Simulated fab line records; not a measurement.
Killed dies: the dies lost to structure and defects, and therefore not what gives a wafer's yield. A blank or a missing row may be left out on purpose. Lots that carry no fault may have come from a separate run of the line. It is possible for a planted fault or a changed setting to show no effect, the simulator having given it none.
A sampling plan put to the test ; flow sky130 ; one line in one fab, 54 faults in these records, each fault weighed on the records of the lots it struck
The plan is the line's own looks: the steps of the route at which a gauge or an inspection reads the wafer and doesn't change it. A look is open to judgement when struck wafers have a number at it and the file gives its usual mean and standard deviation on fault-free wafers. Caught: the struck wafers' mean, at a look after the fault's first step, is 4 or more of those standard deviations (sigma) away from the usual mean. On the tool: the same test on the tool's own readings at the fault's steps. Another recipe on the struck wafers, or a record that is blank for them alone, also counts as caught.

THE FAULTS, as the simulator had put them in
1. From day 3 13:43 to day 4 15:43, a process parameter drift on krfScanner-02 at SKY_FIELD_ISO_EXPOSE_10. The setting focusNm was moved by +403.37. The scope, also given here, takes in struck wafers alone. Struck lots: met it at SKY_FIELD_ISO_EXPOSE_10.
2. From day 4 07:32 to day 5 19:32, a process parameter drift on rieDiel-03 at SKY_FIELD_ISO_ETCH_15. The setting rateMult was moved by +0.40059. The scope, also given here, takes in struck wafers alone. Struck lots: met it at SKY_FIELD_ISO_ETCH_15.
3. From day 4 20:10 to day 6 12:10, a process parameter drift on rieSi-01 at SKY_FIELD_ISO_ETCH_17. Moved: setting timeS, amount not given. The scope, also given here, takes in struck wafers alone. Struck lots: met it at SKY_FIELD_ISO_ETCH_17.
4. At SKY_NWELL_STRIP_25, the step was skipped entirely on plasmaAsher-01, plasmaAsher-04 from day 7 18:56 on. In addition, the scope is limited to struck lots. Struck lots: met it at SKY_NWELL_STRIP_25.
5. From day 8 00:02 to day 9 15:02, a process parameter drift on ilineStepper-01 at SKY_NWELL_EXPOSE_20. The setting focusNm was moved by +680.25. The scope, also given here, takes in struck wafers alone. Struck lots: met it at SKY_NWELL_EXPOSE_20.
6. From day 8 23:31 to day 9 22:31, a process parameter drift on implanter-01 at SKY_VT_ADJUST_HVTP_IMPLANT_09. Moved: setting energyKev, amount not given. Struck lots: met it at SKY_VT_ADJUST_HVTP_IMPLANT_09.
7. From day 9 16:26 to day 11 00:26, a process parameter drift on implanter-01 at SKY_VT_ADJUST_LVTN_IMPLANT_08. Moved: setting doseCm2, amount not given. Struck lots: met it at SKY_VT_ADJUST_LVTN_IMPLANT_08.
8. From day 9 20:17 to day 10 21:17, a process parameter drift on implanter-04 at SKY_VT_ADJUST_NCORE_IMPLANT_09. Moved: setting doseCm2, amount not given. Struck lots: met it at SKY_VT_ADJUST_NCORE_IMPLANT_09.
9. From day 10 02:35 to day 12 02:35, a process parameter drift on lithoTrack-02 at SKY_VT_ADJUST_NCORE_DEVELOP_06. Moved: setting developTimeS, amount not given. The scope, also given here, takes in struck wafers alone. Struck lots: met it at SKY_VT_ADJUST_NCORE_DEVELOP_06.
10. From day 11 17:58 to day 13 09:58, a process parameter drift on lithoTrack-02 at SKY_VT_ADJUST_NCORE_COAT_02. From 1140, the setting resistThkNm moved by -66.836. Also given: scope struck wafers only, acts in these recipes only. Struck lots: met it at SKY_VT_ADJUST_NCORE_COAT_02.
11. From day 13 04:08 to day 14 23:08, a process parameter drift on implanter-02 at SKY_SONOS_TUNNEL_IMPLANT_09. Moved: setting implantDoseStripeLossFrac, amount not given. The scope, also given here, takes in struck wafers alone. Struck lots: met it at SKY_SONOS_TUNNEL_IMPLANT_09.
12. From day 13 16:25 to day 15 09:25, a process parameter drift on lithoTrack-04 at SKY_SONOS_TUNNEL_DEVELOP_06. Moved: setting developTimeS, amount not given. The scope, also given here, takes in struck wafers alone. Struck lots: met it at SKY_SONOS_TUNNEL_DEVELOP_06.
13. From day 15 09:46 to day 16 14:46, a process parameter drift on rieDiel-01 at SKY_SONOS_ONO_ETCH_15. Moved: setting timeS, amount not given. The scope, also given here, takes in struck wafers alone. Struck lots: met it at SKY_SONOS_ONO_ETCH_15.
14. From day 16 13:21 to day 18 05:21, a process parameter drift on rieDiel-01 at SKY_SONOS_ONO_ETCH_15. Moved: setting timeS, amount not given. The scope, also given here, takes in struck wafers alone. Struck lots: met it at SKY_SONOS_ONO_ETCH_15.
15. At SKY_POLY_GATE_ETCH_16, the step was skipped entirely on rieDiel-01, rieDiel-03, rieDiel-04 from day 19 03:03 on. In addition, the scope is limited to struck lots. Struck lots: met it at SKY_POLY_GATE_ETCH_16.
16. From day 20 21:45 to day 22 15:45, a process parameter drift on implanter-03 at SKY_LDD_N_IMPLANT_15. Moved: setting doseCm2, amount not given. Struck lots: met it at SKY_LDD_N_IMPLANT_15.
17. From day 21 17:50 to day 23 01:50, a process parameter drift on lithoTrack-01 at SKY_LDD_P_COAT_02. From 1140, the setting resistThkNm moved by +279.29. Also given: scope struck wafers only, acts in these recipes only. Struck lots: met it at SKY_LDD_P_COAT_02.
18. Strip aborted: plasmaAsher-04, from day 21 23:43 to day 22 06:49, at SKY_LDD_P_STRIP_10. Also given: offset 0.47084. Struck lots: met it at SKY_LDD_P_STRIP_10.
19. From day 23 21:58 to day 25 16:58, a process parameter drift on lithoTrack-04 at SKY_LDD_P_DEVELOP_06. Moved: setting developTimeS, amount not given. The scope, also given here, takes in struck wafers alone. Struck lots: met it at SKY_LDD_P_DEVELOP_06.
20. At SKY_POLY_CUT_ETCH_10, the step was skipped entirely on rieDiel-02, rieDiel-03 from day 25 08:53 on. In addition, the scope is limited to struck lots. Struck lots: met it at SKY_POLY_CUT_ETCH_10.
21. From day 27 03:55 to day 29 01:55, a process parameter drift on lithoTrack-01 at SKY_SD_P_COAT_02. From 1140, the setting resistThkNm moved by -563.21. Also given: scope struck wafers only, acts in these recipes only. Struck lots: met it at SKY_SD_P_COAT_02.
22. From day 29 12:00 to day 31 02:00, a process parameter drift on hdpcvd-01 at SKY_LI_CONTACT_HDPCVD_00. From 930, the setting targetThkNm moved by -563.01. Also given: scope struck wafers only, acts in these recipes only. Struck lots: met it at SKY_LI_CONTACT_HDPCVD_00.
23. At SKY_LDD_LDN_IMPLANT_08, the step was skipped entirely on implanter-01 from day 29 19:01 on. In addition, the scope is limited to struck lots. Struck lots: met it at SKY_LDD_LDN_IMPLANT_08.
24. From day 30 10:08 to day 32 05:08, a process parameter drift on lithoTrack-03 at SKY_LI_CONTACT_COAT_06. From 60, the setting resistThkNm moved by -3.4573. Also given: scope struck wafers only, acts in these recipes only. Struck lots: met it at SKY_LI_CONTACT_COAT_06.
25. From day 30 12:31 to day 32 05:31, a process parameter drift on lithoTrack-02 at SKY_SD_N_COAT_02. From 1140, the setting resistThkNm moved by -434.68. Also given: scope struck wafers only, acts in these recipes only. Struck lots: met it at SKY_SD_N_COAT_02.
26. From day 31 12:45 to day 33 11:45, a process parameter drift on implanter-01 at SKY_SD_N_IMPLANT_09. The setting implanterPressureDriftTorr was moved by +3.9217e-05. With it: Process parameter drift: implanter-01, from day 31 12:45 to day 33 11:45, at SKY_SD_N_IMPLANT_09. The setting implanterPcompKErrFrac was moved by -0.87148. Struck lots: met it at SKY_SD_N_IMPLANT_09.
27. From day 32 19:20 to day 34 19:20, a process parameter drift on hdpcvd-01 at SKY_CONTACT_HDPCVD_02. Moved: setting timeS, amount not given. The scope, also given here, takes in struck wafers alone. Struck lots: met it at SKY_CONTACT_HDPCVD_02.
28. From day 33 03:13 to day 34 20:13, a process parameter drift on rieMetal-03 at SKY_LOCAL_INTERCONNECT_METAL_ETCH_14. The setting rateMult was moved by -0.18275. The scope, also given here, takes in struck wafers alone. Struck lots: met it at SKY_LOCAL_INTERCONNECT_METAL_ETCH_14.
29. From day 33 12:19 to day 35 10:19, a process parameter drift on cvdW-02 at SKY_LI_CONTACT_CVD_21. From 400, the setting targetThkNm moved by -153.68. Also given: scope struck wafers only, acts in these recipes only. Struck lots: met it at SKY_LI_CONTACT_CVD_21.
30. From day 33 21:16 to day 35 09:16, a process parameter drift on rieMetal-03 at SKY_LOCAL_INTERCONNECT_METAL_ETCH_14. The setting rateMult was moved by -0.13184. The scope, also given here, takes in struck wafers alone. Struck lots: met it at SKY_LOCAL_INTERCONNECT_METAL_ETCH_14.
31. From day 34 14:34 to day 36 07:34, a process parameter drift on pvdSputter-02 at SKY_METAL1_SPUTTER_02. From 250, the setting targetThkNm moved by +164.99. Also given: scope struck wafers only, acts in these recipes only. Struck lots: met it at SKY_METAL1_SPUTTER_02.
32. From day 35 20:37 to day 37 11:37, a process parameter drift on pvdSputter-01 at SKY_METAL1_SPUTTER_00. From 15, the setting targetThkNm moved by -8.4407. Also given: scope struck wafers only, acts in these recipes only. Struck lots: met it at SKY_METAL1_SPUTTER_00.
33. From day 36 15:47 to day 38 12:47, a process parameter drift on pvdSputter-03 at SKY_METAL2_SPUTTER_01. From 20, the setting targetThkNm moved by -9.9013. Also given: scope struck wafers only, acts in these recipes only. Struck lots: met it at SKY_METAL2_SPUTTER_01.
34. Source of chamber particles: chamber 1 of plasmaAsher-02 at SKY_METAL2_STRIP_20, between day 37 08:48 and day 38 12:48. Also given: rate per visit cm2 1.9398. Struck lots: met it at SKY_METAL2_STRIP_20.
35. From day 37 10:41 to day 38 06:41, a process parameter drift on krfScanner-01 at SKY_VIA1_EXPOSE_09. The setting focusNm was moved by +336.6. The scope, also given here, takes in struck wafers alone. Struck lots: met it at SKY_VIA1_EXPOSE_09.
36. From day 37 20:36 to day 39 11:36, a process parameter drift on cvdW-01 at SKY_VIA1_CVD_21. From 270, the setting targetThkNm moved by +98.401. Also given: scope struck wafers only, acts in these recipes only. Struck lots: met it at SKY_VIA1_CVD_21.
37. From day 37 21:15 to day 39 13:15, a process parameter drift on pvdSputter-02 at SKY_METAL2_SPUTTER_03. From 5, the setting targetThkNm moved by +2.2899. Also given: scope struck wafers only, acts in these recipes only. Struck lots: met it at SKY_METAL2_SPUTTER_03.
38. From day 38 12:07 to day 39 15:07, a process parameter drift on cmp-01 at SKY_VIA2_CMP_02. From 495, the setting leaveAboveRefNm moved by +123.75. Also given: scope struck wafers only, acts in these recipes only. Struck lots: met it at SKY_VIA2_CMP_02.
39. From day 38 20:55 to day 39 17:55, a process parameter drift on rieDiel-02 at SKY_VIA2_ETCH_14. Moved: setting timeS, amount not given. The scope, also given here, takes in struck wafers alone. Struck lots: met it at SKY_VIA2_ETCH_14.
40. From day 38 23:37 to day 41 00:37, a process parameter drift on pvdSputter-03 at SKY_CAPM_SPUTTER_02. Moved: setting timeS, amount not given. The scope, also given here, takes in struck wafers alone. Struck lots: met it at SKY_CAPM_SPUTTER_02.
41. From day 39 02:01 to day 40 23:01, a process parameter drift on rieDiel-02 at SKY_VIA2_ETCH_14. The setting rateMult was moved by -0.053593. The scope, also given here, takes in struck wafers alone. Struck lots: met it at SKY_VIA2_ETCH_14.
42. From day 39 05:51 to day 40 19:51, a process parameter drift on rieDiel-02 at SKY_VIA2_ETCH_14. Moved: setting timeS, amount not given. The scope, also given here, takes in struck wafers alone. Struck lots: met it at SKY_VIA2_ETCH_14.
43. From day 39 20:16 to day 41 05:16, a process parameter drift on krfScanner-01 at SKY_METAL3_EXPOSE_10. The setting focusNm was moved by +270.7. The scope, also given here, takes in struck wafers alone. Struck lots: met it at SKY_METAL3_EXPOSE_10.
44. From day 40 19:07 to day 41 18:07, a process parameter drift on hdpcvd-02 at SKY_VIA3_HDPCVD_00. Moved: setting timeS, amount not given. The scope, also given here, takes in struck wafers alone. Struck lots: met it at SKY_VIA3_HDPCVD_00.
45. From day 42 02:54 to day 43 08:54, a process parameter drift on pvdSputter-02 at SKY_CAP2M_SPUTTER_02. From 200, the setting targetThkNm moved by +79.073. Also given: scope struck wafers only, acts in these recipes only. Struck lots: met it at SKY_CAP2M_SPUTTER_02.
46. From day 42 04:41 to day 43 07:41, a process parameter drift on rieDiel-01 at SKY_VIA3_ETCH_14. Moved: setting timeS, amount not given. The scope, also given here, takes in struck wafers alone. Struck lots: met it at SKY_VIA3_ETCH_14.
47. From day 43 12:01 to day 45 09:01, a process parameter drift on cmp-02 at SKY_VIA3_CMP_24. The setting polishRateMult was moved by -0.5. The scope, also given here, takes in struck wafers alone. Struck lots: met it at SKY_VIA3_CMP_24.
48. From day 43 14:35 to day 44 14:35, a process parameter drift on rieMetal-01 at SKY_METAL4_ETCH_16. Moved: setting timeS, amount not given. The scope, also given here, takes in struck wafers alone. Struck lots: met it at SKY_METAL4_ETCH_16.
49. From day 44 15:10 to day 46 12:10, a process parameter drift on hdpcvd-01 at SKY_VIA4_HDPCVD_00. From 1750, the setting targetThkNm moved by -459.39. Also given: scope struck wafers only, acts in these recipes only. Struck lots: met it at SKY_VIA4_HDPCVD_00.
50. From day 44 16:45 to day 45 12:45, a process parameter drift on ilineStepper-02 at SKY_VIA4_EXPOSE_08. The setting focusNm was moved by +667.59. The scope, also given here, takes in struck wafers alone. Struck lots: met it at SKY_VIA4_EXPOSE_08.
51. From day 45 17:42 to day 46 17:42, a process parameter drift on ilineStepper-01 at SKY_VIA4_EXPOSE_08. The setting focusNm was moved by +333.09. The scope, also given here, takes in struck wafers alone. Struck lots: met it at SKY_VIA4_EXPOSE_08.
52. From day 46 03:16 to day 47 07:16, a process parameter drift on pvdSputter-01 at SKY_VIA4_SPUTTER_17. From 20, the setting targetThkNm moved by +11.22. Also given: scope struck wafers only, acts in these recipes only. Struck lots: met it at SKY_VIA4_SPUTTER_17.
53. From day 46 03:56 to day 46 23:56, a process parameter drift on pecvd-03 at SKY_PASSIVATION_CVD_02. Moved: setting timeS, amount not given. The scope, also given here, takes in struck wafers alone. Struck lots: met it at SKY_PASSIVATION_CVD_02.
54. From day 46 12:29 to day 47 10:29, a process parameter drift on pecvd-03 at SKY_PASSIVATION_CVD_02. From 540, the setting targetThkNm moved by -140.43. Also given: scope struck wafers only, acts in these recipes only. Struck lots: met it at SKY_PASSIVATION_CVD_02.

WHAT THE PLAN SAW
fault;on the tool itself;first look that catches it;reading, sigma;median hours from its first step to that look;hours from the fault's start to the first struck lot there;judged looks passed uncaught
1;no reading that can be judged;SKY_FIELD_ISO_CD_MEAS_13;cdNm -46;8.2;10;0
2;under 2 sigma;none of the 2 looks that can be judged after it;-;-;-;2
3;runLengthS -21 sigma;no look after it can be judged;-;-;-;0
4;the tool's record is blank for the struck wafers;SKY_VT_ADJUST_HVTP_TW_MEAS_11;VT_ADJUST_HVTP_TW -99 or beyond;22.4;22;0
5;under 2 sigma;none of the 7 looks that can be judged after it;-;-;-;7
6;beamEnergyKeV +99 or beyond sigma;SKY_VT_ADJUST_HVTP_TW_MEAS_11;VT_ADJUST_HVTP_TW +5.5;0.2;1;0
7;doseIonsCm2 -99 or beyond sigma;SKY_VT_ADJUST_LVTN_TW_MEAS_10;VT_ADJUST_LVTN_TW -66;0.2;3;0
8;doseIonsCm2 -99 or beyond sigma;SKY_VT_ADJUST_NCORE_TW_MEAS_11;VT_ADJUST_NCORE_TW -71;0.2;4;0
9;no reading that can be judged;SKY_VT_ADJUST_NCORE_CD_MEAS_07;cdNm +4.3;0.1;11;0
10;no reading that can be judged;none of the 2 looks that can be judged after it;strongest: cdNm at SKY_VT_ADJUST_NCORE_CD_MEAS_07, +3.6;-;-;2
11;under 2 sigma;none of the 7 looks that can be judged after it;-;-;-;7
12;no reading that can be judged;none of the 3 looks that can be judged after it;strongest: cdNm at SKY_SONOS_TUNNEL_CD_MEAS_07, -3.5;-;-;3
13;under 2 sigma;none of the 2 looks that can be judged after it;-;-;-;2
14;under 2 sigma;not the one look that can be judged after it;-;-;-;1
15;the tool's record is blank for the struck wafers;none of the 2 looks that can be judged after it;-;-;-;2
16;doseIonsCm2 -99 or beyond sigma;no look after it can be judged;-;-;-;0
17;under 2 sigma;SKY_LDD_P_CD_MEAS_07;cdNm -11;18.9;20;0
18;oesProductAu +51 sigma;SKY_LDD_HVN_TW_MEAS_10;LDD_HVN_TW -99 or beyond;29.5;37;1
19;under 2 sigma;SKY_LDD_P_CD_MEAS_07;cdNm +6.6;0.1;1;0
20;the tool's record is blank for the struck wafers;no look after it can be judged;-;-;-;0
21;under 2 sigma;SKY_SD_P_CD_MEAS_07;cdNm +27;13.9;14;0
22;no reading that can be judged;SKY_LI_CONTACT_THK_MEAS_01;LI_CONTACT_HDPCVD_THK -68;0.1;28;0
23;the tool's record is blank for the struck wafers;SKY_LDD_LDN_TW_MEAS_13;LDD_LDN_TW -15;0.7;4;0
24;no reading that can be judged;no look after it can be judged;-;-;-;0
25;no reading that can be judged;SKY_SD_N_CD_MEAS_07;cdNm +21;13.7;33;0
26;endStationPressureTorr +51 sigma;SKY_SD_N_RS_MEAS_16;SD_N_RS -9.4;0.7;10;0
27;runLengthS +8.3 sigma;SKY_CONTACT_THK_MEAS_03;CONTACT_HDPCVD_THK +4.1;0.1;7;0
28;oesProductAu -6.8 sigma;no look after it can be judged;-;-;-;0
29;under 2 sigma;SKY_LI_CONTACT_RS_MEAS_22;LI_CONTACT_W_RS +37;0.1;1;0
30;only faintly: oesProductAu -2.6 sigma;no look after it can be judged;-;-;-;0
31;under 2 sigma;SKY_METAL1_RS_MEAS_05;METAL1_ALCU_RS -23;0.1;3;0
32;under 2 sigma;no look after it can be judged;-;-;-;0
33;under 2 sigma;no look after it can be judged;-;-;-;0
34;under 2 sigma;not the one look that can be judged after it;-;-;-;1
35;under 2 sigma;SKY_VIA1_CD_MEAS_12;cdNm -36;12.0;23;0
36;under 2 sigma;SKY_VIA1_RS_MEAS_22;VIA1_W_RS -12;0.1;5;0
37;under 2 sigma;no look after it can be judged;-;-;-;0
38;under 2 sigma;no look after it can be judged;-;-;-;0
39;oesProductAu +13 sigma;no look after it can be judged;-;-;-;0
40;under 2 sigma;SKY_CAPM_RS_MEAS_03;CAPM_TIN_RS +10;0.1;9;0
41;under 2 sigma;no look after it can be judged;-;-;-;0
42;oesProductAu +25 sigma;no look after it can be judged;-;-;-;0
43;under 2 sigma;SKY_METAL3_CD_MEAS_13;cdNm -23;11.9;12;0
44;runLengthS -52 sigma;SKY_VIA3_THK_MEAS_01;VIA3_HDPCVD_THK -13;0.2;5;0
45;under 2 sigma;SKY_CAP2M_RS_MEAS_03;CAP2M_TIN_RS -22;0.2;9;0
46;oesProductAu +23 sigma;no look after it can be judged;-;-;-;0
47;overpolishRunS -99 or beyond sigma;no look after it can be judged;-;-;-;0
48;oesProductAu +46 sigma;no look after it can be judged;-;-;-;0
49;no reading that can be judged;SKY_VIA4_THK_MEAS_01;VIA4_HDPCVD_THK -14;0.2;4;0
50;no reading that can be judged;not the one look that can be judged after it;-;-;-;1
51;under 2 sigma;not the one look that can be judged after it;-;-;-;1
52;under 2 sigma;no look after it can be judged;-;-;-;0
53;under 2 sigma;SKY_PASSIVATION_THK_MEAS_03;PASSIVATION_CVD_02_THK +29;0.2;5;0
54;under 2 sigma;SKY_PASSIVATION_THK_MEAS_03;PASSIVATION_CVD_02_THK -18;0.2;4;0
A dash: the fault isn't caught, or these records don't give the number.

Caught at a look: 26 of 54. Caught on the tool: 19 of 54. By one or the other: 36 of 54.
Faults caught by the tool alone: 3, 15, 16, 20, 28, 39, 42, 46, 47, 48.
Caught at a look alone: faults 1, 9, 17, 19, 21, 22, 25, 29, 31, 35, 36, 40, 43, 45, 49, 53, 54.
Caught by neither: faults 2, 5, 10, 11, 12, 13, 14, 24, 30, 32, 33, 34, 37, 38, 41, 50, 51, 52.

THINNER SAMPLING
Were the look that catches a fault to measure just every second or every third lot (counted by lot number), the first struck lot would, at worst, be measured this late:
fault;struck lots at that look, in order of time;every lot;every second lot;every third lot
1;L760, L762, L763;10 h;25 h;may miss all 3
4;L269, L270, L271;22 h;28 h;30 h
6;L389, L390, L391;1 h;7 h;13 h
7;L567, L569;3 h;may miss all 2;may miss all 2
8;L495, L496, L497;4 h;13 h;18 h
9;L539, L544;11 h;37 h;may miss all 2
17;L591, L593;20 h;may miss all 2;may miss all 2
18;L232;37 h;may miss it;may miss it
19;L748, L749;1 h;6 h;may miss all 2
21;L398, L405, L406;14 h;40 h;59 h
22;L986, L987;28 h;30 h;may miss all 2
23;L918, L919;4 h;7 h;may miss all 2
25;L429, L433;33 h;may miss all 2;may miss all 2
26;L135, L136;10 h;18 h;may miss all 2
27;L238, L240, L243;7 h;35 h;may miss all 3
29;L456, L458;1 h;may miss all 2;may miss all 2
31;L928, L931;3 h;20 h;may miss all 2
35;L859;23 h;may miss it;may miss it
36;L620, L623, L624;5 h;12 h;may miss all 3
40;L102, L103;9 h;21 h;may miss all 2
43;L725, L729, L732;12 h;36 h;may miss all 3
44;L325;5 h;may miss it;may miss it
45;L175, L177;9 h;may miss all 2;may miss all 2
49;L814, L816;4 h;may miss all 2;may miss all 2
53;L427;5 h;may miss it;may miss it
54;L706, L707, L709;4 h;9 h;may miss all 3
Hours are from the fault's start to the first struck lot that is measured. The test against the limit of 4 sigma pooled every struck wafer, which means one lot taken alone may stay below that limit. Other struck lots may not be in these records.

THE LONGEST TIMED WAY FROM STEP TO LOOK
Fault 18: median gap of 29.5 hours between SKY_LDD_P_STRIP_10 and SKY_LDD_HVN_TW_MEAS_10. The look between them that can be judged stayed within 4 sigma: SKY_LDD_P_TW_MEAS_11.
